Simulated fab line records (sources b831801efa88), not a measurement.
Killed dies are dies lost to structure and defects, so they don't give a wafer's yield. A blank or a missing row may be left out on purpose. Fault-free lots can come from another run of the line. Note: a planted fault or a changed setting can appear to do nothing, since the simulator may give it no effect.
Which tool was responsible? || flow sky130 || 11 lots, 33 wafers sampled, at 5 steps of a route of 708

WHAT THE GAUGES SHOWED, per wafer
The record lacks any reading of a measuring or inspecting step that a usual standard deviation could be used to judge.

TOOL THAT RAN EACH LOT (tool first, then ch and the chambers of the sampled wafers, then the start)
{"lot": "L594", "SKY_METAL1_STRIP_20": "plasma-asher-01 ch 0,1, day 34 02:06", "SKY_METAL3_SPUTTER_02": "pvd-sputter-03, day 37 13:01", "SKY_METAL3_SPUTTER_03": "pvd-sputter-03, day 37 13:03", "SKY_CAPM_STRIP_14": "plasma-asher-01 ch 0,1, day 38 14:35", "SKY_PAD_OPEN_PROBE_99": "prober-02, day 46 18:40"}
{"lot": "L595", "SKY_METAL1_STRIP_20": "plasma-asher-02 ch 0,1, day 34 05:19", "SKY_METAL3_SPUTTER_02": "pvd-sputter-03, day 37 17:29", "SKY_METAL3_SPUTTER_03": "pvd-sputter-03, day 37 17:31", "SKY_CAPM_STRIP_14": "plasma-asher-02 ch 0,1, day 38 18:47", "SKY_PAD_OPEN_PROBE_99": "prober-02, day 46 20:52"}
{"lot": "L600", "SKY_METAL1_STRIP_20": "plasma-asher-04 ch 0,1, day 35 14:45", "SKY_METAL3_SPUTTER_02": "pvd-sputter-01, day 39 01:17", "SKY_METAL3_SPUTTER_03": "pvd-sputter-01, day 39 01:19", "SKY_CAPM_STRIP_14": "plasma-asher-02 ch 0,1, day 40 02:07", "SKY_PAD_OPEN_PROBE_99": "prober-02, day 48 02:15"}
{"lot": "L601", "SKY_METAL1_STRIP_20": "plasma-asher-01 ch 0,1, day 36 10:12", "SKY_METAL3_SPUTTER_02": "pvd-sputter-01, day 39 20:19", "SKY_METAL3_SPUTTER_03": "pvd-sputter-01, day 39 20:21", "SKY_CAPM_STRIP_14": "plasma-asher-01 ch 0,1, day 40 20:37", "SKY_PAD_OPEN_PROBE_99": "prober-01, day 48 17:46"}
{"lot": "L603", "SKY_METAL1_STRIP_20": "plasma-asher-02 ch 0, day 36 17:00", "SKY_METAL3_SPUTTER_02": "pvd-sputter-03, day 40 02:32", "SKY_METAL3_SPUTTER_03": "pvd-sputter-03, day 40 02:35", "SKY_CAPM_STRIP_14": "plasma-asher-02 ch 0,1, day 41 02:47", "SKY_PAD_OPEN_PROBE_99": "prober-02, day 48 16:43"}
{"lot": "L602", "SKY_METAL1_STRIP_20": "plasma-asher-04 ch 0,1, day 36 17:22", "SKY_METAL3_SPUTTER_02": "pvd-sputter-03, day 40 03:22", "SKY_METAL3_SPUTTER_03": "pvd-sputter-03, day 40 03:24", "SKY_CAPM_STRIP_14": "plasma-asher-04 ch 0,1, day 41 03:44", "SKY_PAD_OPEN_PROBE_99": "prober-01, day 48 16:56"}
{"lot": "L606", "SKY_METAL1_STRIP_20": "plasma-asher-04 ch 0,1, day 37 13:31", "SKY_METAL3_SPUTTER_02": "pvd-sputter-03, day 40 21:31", "SKY_METAL3_SPUTTER_03": "pvd-sputter-03, day 40 21:34", "SKY_CAPM_STRIP_14": "plasma-asher-01 ch 0,1, day 41 21:35", "SKY_PAD_OPEN_PROBE_99": "prober-02, day 49 06:19"}
{"lot": "L609", "SKY_METAL1_STRIP_20": "plasma-asher-02 ch 0,1, day 38 08:27", "SKY_METAL3_SPUTTER_02": "pvd-sputter-01, day 41 14:56", "SKY_METAL3_SPUTTER_03": "pvd-sputter-01, day 41 14:59", "SKY_CAPM_STRIP_14": "plasma-asher-02 ch 0,1, day 42 14:50", "SKY_PAD_OPEN_PROBE_99": "prober-01, day 49 21:14"}
{"lot": "L611", "SKY_METAL1_STRIP_20": "plasma-asher-02 ch 0,1, day 38 17:23", "SKY_METAL3_SPUTTER_02": "pvd-sputter-01, day 41 23:58", "SKY_METAL3_SPUTTER_03": "pvd-sputter-01, day 42 00:00", "SKY_CAPM_STRIP_14": "plasma-asher-02 ch 0,1, day 42 23:11", "SKY_PAD_OPEN_PROBE_99": "prober-01, day 50 01:04"}
{"lot": "L613", "SKY_METAL1_STRIP_20": "plasma-asher-04 ch 0,1, day 39 02:49", "SKY_METAL3_SPUTTER_02": "pvd-sputter-03, day 42 10:31", "SKY_METAL3_SPUTTER_03": "pvd-sputter-03, day 42 10:33", "SKY_CAPM_STRIP_14": "plasma-asher-04 ch 0,1, day 43 09:50", "SKY_PAD_OPEN_PROBE_99": "prober-01, day 50 08:53"}
{"lot": "L614", "SKY_METAL1_STRIP_20": "plasma-asher-02 ch 0,1, day 39 13:36", "SKY_METAL3_SPUTTER_02": "pvd-sputter-03, day 42 20:46", "SKY_METAL3_SPUTTER_03": "pvd-sputter-03, day 42 20:48", "SKY_CAPM_STRIP_14": "plasma-asher-01 ch 0,1, day 43 20:44", "SKY_PAD_OPEN_PROBE_99": "prober-02, day 50 17:09"}
- SKY_METAL1_STRIP_20: strips in O2/N2.
- SKY_METAL3_SPUTTER_02: material AlCu, target thk 735 nm, time 39.1 s.
- SKY_METAL3_SPUTTER_03: material Ti, target thk 5 nm, time 3.3 s.
- SKY_CAPM_STRIP_14: strips in O2/N2.
- SKY_PAD_OPEN_PROBE_99

WHAT THE TOOLS THEMSELVES READ (means of the sampled wafers that have a number; where no wafer has one, the mark that the record gives instead)
SKY_METAL1_STRIP_20. Usual: drypump-motor-current-A 5.7 A, standard deviation 0.33; oes-product-au 0.344 a.u., standard deviation 0.0048; strip-time-to-endpoint-s 2.703 s, standard deviation 0.029.
{"lot": "L594", "tool": "plasma-asher-01", "drypump-motor-current-A (A)": 5.7, "oes-product-au (a.u.)": 0.345, "strip-time-to-endpoint-s (s)": 2.697, "flag": ""}
{"lot": "L595", "tool": "plasma-asher-02", "drypump-motor-current-A (A)": 5.7, "oes-product-au (a.u.)": 0.346, "strip-time-to-endpoint-s (s)": 2.731, "flag": ""}
{"lot": "L600", "tool": "plasma-asher-04", "drypump-motor-current-A (A)": 5.5, "oes-product-au (a.u.)": 0.342, "strip-time-to-endpoint-s (s)": 2.685, "flag": ""}
{"lot": "L601", "tool": "plasma-asher-01", "drypump-motor-current-A (A)": 5.9, "oes-product-au (a.u.)": 0.341, "strip-time-to-endpoint-s (s)": 2.697, "flag": ""}
{"lot": "L603", "tool": "plasma-asher-02", "drypump-motor-current-A (A)": 6.2, "oes-product-au (a.u.)": 0.343, "strip-time-to-endpoint-s (s)": 2.727, "flag": ""}
{"lot": "L602", "tool": "plasma-asher-04", "drypump-motor-current-A (A)": 5.6, "oes-product-au (a.u.)": 0.346, "strip-time-to-endpoint-s (s)": 2.730, "flag": ""}
{"lot": "L606", "tool": "plasma-asher-04", "drypump-motor-current-A (A)": 5.6, "oes-product-au (a.u.)": 0.340, "strip-time-to-endpoint-s (s)": 2.682, "flag": ""}
{"lot": "L609", "tool": "plasma-asher-02", "drypump-motor-current-A (A)": 5.7, "oes-product-au (a.u.)": 0.345, "strip-time-to-endpoint-s (s)": 2.688, "flag": ""}
{"lot": "L611", "tool": "plasma-asher-02", "drypump-motor-current-A (A)": 5.7, "oes-product-au (a.u.)": 0.348, "strip-time-to-endpoint-s (s)": 2.700, "flag": ""}
{"lot": "L613", "tool": "plasma-asher-04", "drypump-motor-current-A (A)": 5.6, "oes-product-au (a.u.)": 0.344, "strip-time-to-endpoint-s (s)": 2.695, "flag": ""}
{"lot": "L614", "tool": "plasma-asher-02", "drypump-motor-current-A (A)": 5.7, "oes-product-au (a.u.)": 0.342, "strip-time-to-endpoint-s (s)": 2.702, "flag": ""}

SKY_METAL3_SPUTTER_02. Usual: cathode-dc-power-W 10600 W, standard deviation 1.9; chamber-pressure-pa 0.4001 Pa, standard deviation 0.00078; throttle-valve-pct 30.2 %, standard deviation 1.
{"lot": "L594", "tool": "pvd-sputter-03", "cathode-dc-power-W (W)": 10600, "chamber-pressure-pa (Pa)": 0.4005, "throttle-valve-pct (%)": 30.8, "flag": ""}
{"lot": "L595", "tool": "pvd-sputter-03", "cathode-dc-power-W (W)": 10600, "chamber-pressure-pa (Pa)": 0.4008, "throttle-valve-pct (%)": 30.9, "flag": ""}
{"lot": "L600", "tool": "pvd-sputter-01", "cathode-dc-power-W (W)": "-", "chamber-pressure-pa (Pa)": "-", "throttle-valve-pct (%)": "-", "flag": "OFF"}
{"lot": "L601", "tool": "pvd-sputter-01", "cathode-dc-power-W (W)": "-", "chamber-pressure-pa (Pa)": "-", "throttle-valve-pct (%)": "-", "flag": "OFF"}
{"lot": "L603", "tool": "pvd-sputter-03", "cathode-dc-power-W (W)": "-", "chamber-pressure-pa (Pa)": "-", "throttle-valve-pct (%)": "-", "flag": "OFF"}
{"lot": "L602", "tool": "pvd-sputter-03", "cathode-dc-power-W (W)": 10599, "chamber-pressure-pa (Pa)": 0.3998, "throttle-valve-pct (%)": 30.4, "flag": ""}
{"lot": "L606", "tool": "pvd-sputter-03", "cathode-dc-power-W (W)": 10602, "chamber-pressure-pa (Pa)": 0.4001, "throttle-valve-pct (%)": 29.9, "flag": ""}
{"lot": "L609", "tool": "pvd-sputter-01", "cathode-dc-power-W (W)": 10599, "chamber-pressure-pa (Pa)": 0.3999, "throttle-valve-pct (%)": 30.0, "flag": ""}
{"lot": "L611", "tool": "pvd-sputter-01", "cathode-dc-power-W (W)": 10598, "chamber-pressure-pa (Pa)": 0.4000, "throttle-valve-pct (%)": 29.6, "flag": ""}
{"lot": "L613", "tool": "pvd-sputter-03", "cathode-dc-power-W (W)": 10600, "chamber-pressure-pa (Pa)": 0.4007, "throttle-valve-pct (%)": 30.4, "flag": ""}
{"lot": "L614", "tool": "pvd-sputter-03", "cathode-dc-power-W (W)": 10598, "chamber-pressure-pa (Pa)": 0.4006, "throttle-valve-pct (%)": 30.6, "flag": ""}

SKY_METAL3_SPUTTER_03. Usual: cathode-dc-power-W 3000.0 W, standard deviation 0.52; chamber-pressure-pa 0.4000 Pa, standard deviation 0.00082; throttle-valve-pct 30.2 %, standard deviation 0.99.
{"lot": "L594", "tool": "pvd-sputter-03", "cathode-dc-power-W (W)": 3000.4, "chamber-pressure-pa (Pa)": 0.3993, "throttle-valve-pct (%)": 30.7, "flag": ""}
{"lot": "L595", "tool": "pvd-sputter-03", "cathode-dc-power-W (W)": 2999.7, "chamber-pressure-pa (Pa)": 0.3990, "throttle-valve-pct (%)": 30.9, "flag": ""}
{"lot": "L600", "tool": "pvd-sputter-01", "cathode-dc-power-W (W)": 3000.0, "chamber-pressure-pa (Pa)": 0.3994, "throttle-valve-pct (%)": 30.6, "flag": ""}
{"lot": "L601", "tool": "pvd-sputter-01", "cathode-dc-power-W (W)": 2999.5, "chamber-pressure-pa (Pa)": 0.4001, "throttle-valve-pct (%)": 29.9, "flag": ""}
{"lot": "L603", "tool": "pvd-sputter-03", "cathode-dc-power-W (W)": 2999.9, "chamber-pressure-pa (Pa)": 0.3997, "throttle-valve-pct (%)": 31.0, "flag": ""}
{"lot": "L602", "tool": "pvd-sputter-03", "cathode-dc-power-W (W)": 3000.2, "chamber-pressure-pa (Pa)": 0.4004, "throttle-valve-pct (%)": 30.4, "flag": ""}
{"lot": "L606", "tool": "pvd-sputter-03", "cathode-dc-power-W (W)": 3000.1, "chamber-pressure-pa (Pa)": 0.3998, "throttle-valve-pct (%)": 29.7, "flag": ""}
{"lot": "L609", "tool": "pvd-sputter-01", "cathode-dc-power-W (W)": 2999.9, "chamber-pressure-pa (Pa)": 0.3997, "throttle-valve-pct (%)": 30.1, "flag": ""}
{"lot": "L611", "tool": "pvd-sputter-01", "cathode-dc-power-W (W)": 3000.1, "chamber-pressure-pa (Pa)": 0.3996, "throttle-valve-pct (%)": 29.4, "flag": ""}
{"lot": "L613", "tool": "pvd-sputter-03", "cathode-dc-power-W (W)": 3000.4, "chamber-pressure-pa (Pa)": 0.3999, "throttle-valve-pct (%)": 30.4, "flag": ""}
{"lot": "L614", "tool": "pvd-sputter-03", "cathode-dc-power-W (W)": 3000.2, "chamber-pressure-pa (Pa)": 0.4010, "throttle-valve-pct (%)": 30.7, "flag": ""}

SKY_CAPM_STRIP_14. Usual: drypump-motor-current-A 5.7 A, standard deviation 0.33; oes-product-au 0.711 a.u., standard deviation 0.0044; strip-time-to-endpoint-s 12.66 s, standard deviation 0.038.
{"lot": "L594", "tool": "plasma-asher-01", "drypump-motor-current-A (A)": 5.9, "oes-product-au (a.u.)": 0.714, "strip-time-to-endpoint-s (s)": 12.65, "flag": ""}
{"lot": "L595", "tool": "plasma-asher-02", "drypump-motor-current-A (A)": 6.0, "oes-product-au (a.u.)": 0.712, "strip-time-to-endpoint-s (s)": 12.70, "flag": ""}
{"lot": "L600", "tool": "plasma-asher-02", "drypump-motor-current-A (A)": 6.0, "oes-product-au (a.u.)": 0.708, "strip-time-to-endpoint-s (s)": 12.64, "flag": ""}
{"lot": "L601", "tool": "plasma-asher-01", "drypump-motor-current-A (A)": 5.7, "oes-product-au (a.u.)": 0.709, "strip-time-to-endpoint-s (s)": 12.68, "flag": ""}
{"lot": "L603", "tool": "plasma-asher-02", "drypump-motor-current-A (A)": 6.0, "oes-product-au (a.u.)": 0.710, "strip-time-to-endpoint-s (s)": 12.60, "flag": ""}
{"lot": "L602", "tool": "plasma-asher-04", "drypump-motor-current-A (A)": 5.5, "oes-product-au (a.u.)": 0.715, "strip-time-to-endpoint-s (s)": 12.63, "flag": ""}
{"lot": "L606", "tool": "plasma-asher-01", "drypump-motor-current-A (A)": 5.7, "oes-product-au (a.u.)": 0.716, "strip-time-to-endpoint-s (s)": 12.63, "flag": ""}
{"lot": "L609", "tool": "plasma-asher-02", "drypump-motor-current-A (A)": 5.7, "oes-product-au (a.u.)": 0.706, "strip-time-to-endpoint-s (s)": 12.64, "flag": ""}
{"lot": "L611", "tool": "plasma-asher-02", "drypump-motor-current-A (A)": 5.7, "oes-product-au (a.u.)": 0.712, "strip-time-to-endpoint-s (s)": 12.65, "flag": ""}
{"lot": "L613", "tool": "plasma-asher-04", "drypump-motor-current-A (A)": 5.5, "oes-product-au (a.u.)": 0.709, "strip-time-to-endpoint-s (s)": 12.64, "flag": ""}
{"lot": "L614", "tool": "plasma-asher-01", "drypump-motor-current-A (A)": 5.7, "oes-product-au (a.u.)": 0.710, "strip-time-to-endpoint-s (s)": 12.67, "flag": ""}

SKY_PAD_OPEN_PROBE_99. Usual: defect-limited-yield 82.3 %, standard deviation 2; killed_at_M0_to_M3 43, standard deviation 7.3; killed_at_M4_up 3.2, standard deviation 1.8; killed-at-contacts 24, standard deviation 5.8; killed-at-front-end 16, standard deviation 4.5; killed-at-other 0.3, standard deviation 0.53; killed-dies 87, standard deviation 9.9; killed-on-rim 17, standard deviation 3.8; killed-open 48, standard deviation 6.8; killed-short 39, standard deviation 6.9; sort_bin_3_pad_short 0.8 %, standard deviation 0.42; sort_bin_5_function 10.4 %, standard deviation 1.6; sort_bin_6_memory 6.4 %, standard deviation 1.2; sort-n-pass 405, standard deviation 9.9; sort-yield-pct 82.3 %, standard deviation 2.
{"lot": "L594", "tool": "prober-02", "defect-limited-yield (%)": 83.8, "killed_at_M0_to_M3": 39, "killed_at_M4_up": 3.3, "killed-at-contacts": 22, "killed-at-front-end": 15, "killed-at-other": 0.7, "killed-dies": 80, "killed-on-rim": 14, "killed-open": 46, "killed-short": 34, "sort_bin_3_pad_short (%)": 0.7, "sort_bin_5_function (%)": 10.2, "sort_bin_6_memory (%)": 5.4, "sort-n-pass": 412, "sort-yield-pct (%)": 83.8, "flag": ""}
{"lot": "L595", "tool": "prober-02", "defect-limited-yield (%)": 81.7, "killed_at_M0_to_M3": 44, "killed_at_M4_up": 2.7, "killed-at-contacts": 23, "killed-at-front-end": 20, "killed-at-other": 0.0, "killed-dies": 90, "killed-on-rim": 20, "killed-open": 49, "killed-short": 41, "sort_bin_3_pad_short (%)": 0.9, "sort_bin_5_function (%)": 11.5, "sort_bin_6_memory (%)": 5.8, "sort-n-pass": 402, "sort-yield-pct (%)": 81.7, "flag": ""}
{"lot": "L600", "tool": "prober-02", "defect-limited-yield (%)": 0.0, "killed_at_M0_to_M3": 446, "killed_at_M4_up": 2.7, "killed-at-contacts": 29, "killed-at-front-end": 13, "killed-at-other": 1.0, "killed-dies": 492, "killed-on-rim": 96, "killed-open": 48, "killed-short": 37, "sort_bin_3_pad_short (%)": 0.7, "sort_bin_5_function (%)": 93.5, "sort_bin_6_memory (%)": 5.8, "sort-n-pass": 0, "sort-yield-pct (%)": 0.0, "flag": "OFF"}
{"lot": "L601", "tool": "prober-01", "defect-limited-yield (%)": 0.0, "killed_at_M0_to_M3": 448, "killed_at_M4_up": 3.3, "killed-at-contacts": 25, "killed-at-front-end": 15, "killed-at-other": 0.3, "killed-dies": 492, "killed-on-rim": 96, "killed-open": 52, "killed-short": 48, "sort_bin_3_pad_short (%)": 0.9, "sort_bin_5_function (%)": 91.8, "sort_bin_6_memory (%)": 7.3, "sort-n-pass": 0, "sort-yield-pct (%)": 0.0, "flag": "OFF"}
{"lot": "L603", "tool": "prober-02", "defect-limited-yield (%)": 0.0, "killed_at_M0_to_M3": 448, "killed_at_M4_up": 3.3, "killed-at-contacts": 25, "killed-at-front-end": 16, "killed-at-other": 0.0, "killed-dies": 492, "killed-on-rim": 96, "killed-open": 52, "killed-short": 41, "sort_bin_3_pad_short (%)": 0.6, "sort_bin_5_function (%)": 93.0, "sort_bin_6_memory (%)": 6.4, "sort-n-pass": 0, "sort-yield-pct (%)": 0.0, "flag": "OFF"}
{"lot": "L602", "tool": "prober-01", "defect-limited-yield (%)": 83.5, "killed_at_M0_to_M3": 38, "killed_at_M4_up": 2.7, "killed-at-contacts": 23, "killed-at-front-end": 17, "killed-at-other": 0.3, "killed-dies": 81, "killed-on-rim": 17, "killed-open": 47, "killed-short": 34, "sort_bin_3_pad_short (%)": 0.7, "sort_bin_5_function (%)": 9.6, "sort_bin_6_memory (%)": 6.3, "sort-n-pass": 411, "sort-yield-pct (%)": 83.5, "flag": ""}
{"lot": "L606", "tool": "prober-02", "defect-limited-yield (%)": 84.3, "killed_at_M0_to_M3": 42, "killed_at_M4_up": 4.0, "killed-at-contacts": 18, "killed-at-front-end": 13, "killed-at-other": 0.0, "killed-dies": 77, "killed-on-rim": 16, "killed-open": 42, "killed-short": 35, "sort_bin_3_pad_short (%)": 0.4, "sort_bin_5_function (%)": 9.2, "sort_bin_6_memory (%)": 6.1, "sort-n-pass": 415, "sort-yield-pct (%)": 84.3, "flag": ""}
{"lot": "L609", "tool": "prober-01", "defect-limited-yield (%)": 80.8, "killed_at_M0_to_M3": 44, "killed_at_M4_up": 4.7, "killed-at-contacts": 24, "killed-at-front-end": 22, "killed-at-other": 0.3, "killed-dies": 95, "killed-on-rim": 15, "killed-open": 49, "killed-short": 46, "sort_bin_3_pad_short (%)": 1.1, "sort_bin_5_function (%)": 10.0, "sort_bin_6_memory (%)": 8.0, "sort-n-pass": 397, "sort-yield-pct (%)": 80.8, "flag": ""}
{"lot": "L611", "tool": "prober-01", "defect-limited-yield (%)": 84.6, "killed_at_M0_to_M3": 37, "killed_at_M4_up": 2.7, "killed-at-contacts": 25, "killed-at-front-end": 11, "killed-at-other": 0.0, "killed-dies": 76, "killed-on-rim": 16, "killed-open": 45, "killed-short": 31, "sort_bin_3_pad_short (%)": 0.7, "sort_bin_5_function (%)": 8.6, "sort_bin_6_memory (%)": 6.2, "sort-n-pass": 416, "sort-yield-pct (%)": 84.6, "flag": ""}
{"lot": "L613", "tool": "prober-01", "defect-limited-yield (%)": 83.3, "killed_at_M0_to_M3": 42, "killed_at_M4_up": 3.3, "killed-at-contacts": 24, "killed-at-front-end": 12, "killed-at-other": 0.7, "killed-dies": 82, "killed-on-rim": 16, "killed-open": 44, "killed-short": 38, "sort_bin_3_pad_short (%)": 0.9, "sort_bin_5_function (%)": 10.2, "sort_bin_6_memory (%)": 5.7, "sort-n-pass": 410, "sort-yield-pct (%)": 83.3, "flag": ""}
{"lot": "L614", "tool": "prober-02", "defect-limited-yield (%)": 81.9, "killed_at_M0_to_M3": 47, "killed_at_M4_up": 3.3, "killed-at-contacts": 22, "killed-at-front-end": 17, "killed-at-other": 0.0, "killed-dies": 89, "killed-on-rim": 17, "killed-open": 53, "killed-short": 36, "sort_bin_3_pad_short (%)": 1.3, "sort_bin_5_function (%)": 9.6, "sort_bin_6_memory (%)": 7.2, "sort-n-pass": 403, "sort-yield-pct (%)": 81.9, "flag": ""}

THE ANSWER, worked out from the rows above alone
Rule: lot off if the mean of its wafers having a number is beyond 3 standard deviations from the usual mean. Also off: a lot with no number at a reading for which 4 or more lots have one. All remaining lots with rows at the step are treated as sound. Order of review: gauges by route order, followed by the tools' own readings, for which a lot's mean as printed above is used. At the first step where some lot is off, the reading lying furthest off is the one used; lots without a number count as furthest.
Off: L600, L601, L603, at SKY_METAL3_SPUTTER_02 (cathode-dc-power-W). Without a number there: L600, L601, L603.
A tool fits if, at that step or a process step before it, it ran every lot that is off, and no sound lot after the first of them. Of those tried, none fits.

WHAT THE SIMULATOR HAD PUT IN
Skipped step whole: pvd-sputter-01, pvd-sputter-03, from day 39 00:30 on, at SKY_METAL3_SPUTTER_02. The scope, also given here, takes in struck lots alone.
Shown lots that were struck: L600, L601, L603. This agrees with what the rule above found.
